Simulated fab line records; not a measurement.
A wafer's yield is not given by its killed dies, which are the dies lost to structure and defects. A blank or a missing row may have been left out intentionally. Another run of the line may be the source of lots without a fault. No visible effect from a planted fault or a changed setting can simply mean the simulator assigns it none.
Matching of chambers / flow sky130 / SKY_VIA1_CMP_24 on cmp-02 has 4 sister chambers
The step polishes, stops on SiO2, t overpolish 15 s, target thk 0 nm. 4 wafers are shown with their chamber, then 12 later ones without.

WAFERS, EACH WITH ITS CHAMBER
wafer=L085.6; chamber=0; motor_current_A (A)=10.7
wafer=L088.3; chamber=3; motor_current_A (A)=12.0
wafer=L088.5; chamber=1; motor_current_A (A)=11.7
wafer=L088.6; chamber=2; motor_current_A (A)=10.1

WAFERS WITH NO CHAMBER GIVEN
wafer=L090.1; motor_current_A (A)=11.5
wafer=L090.3; motor_current_A (A)=10.6
wafer=L090.5; motor_current_A (A)=12.0
wafer=L093.1; motor_current_A (A)=10.7
wafer=L093.2; motor_current_A (A)=10.3
wafer=L093.6; motor_current_A (A)=9.8
wafer=L096.1; motor_current_A (A)=10.2
wafer=L096.4; motor_current_A (A)=9.8
wafer=L096.6; motor_current_A (A)=12.0
wafer=L097.2; motor_current_A (A)=12.5
wafer=L097.5; motor_current_A (A)=10.3
wafer=L097.6; motor_current_A (A)=11.5

WHICH CHAMBER EACH WENT THROUGH
wafer=L090.1; from the rows above=can't be placed: 1 or 3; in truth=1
wafer=L090.3; from the rows above=can't be placed: 0 or 2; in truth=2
wafer=L090.5; from the rows above=can't be placed: 3 or 1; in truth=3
wafer=L093.1; from the rows above=0; in truth=0
wafer=L093.2; from the rows above=can't be placed: 2 or 0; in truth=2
wafer=L093.6; from the rows above=2; in truth=2
wafer=L096.1; from the rows above=can't be placed: 2 or 0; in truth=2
wafer=L096.4; from the rows above=2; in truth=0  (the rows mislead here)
wafer=L096.6; from the rows above=can't be placed: 3 or 1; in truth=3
wafer=L097.2; from the rows above=can't be placed: 3 or 1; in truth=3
wafer=L097.5; from the rows above=can't be placed: 2 or 0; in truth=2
wafer=L097.6; from the rows above=can't be placed: 1 or 3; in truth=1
2 of 12 placed correctly. Not placeable from these rows: 9 (in 9, the candidates include the true chamber). Number placed wrongly: 1.
How it was worked out, from the rows above alone: a wafer's distance from a chamber is the root of the sum, over the readings, of the square of ((its reading less the chamber's mean) divided by the reading's scatter). If the next closest chamber is less than 2 further off than the closest, the wafer can't be placed; otherwise it belongs to the closest. A chamber's mean is the mean of its shown wafers. The scatter: root of mean squared gap, hidden wafer to nearest shown wafer, with one shown wafer a chamber.
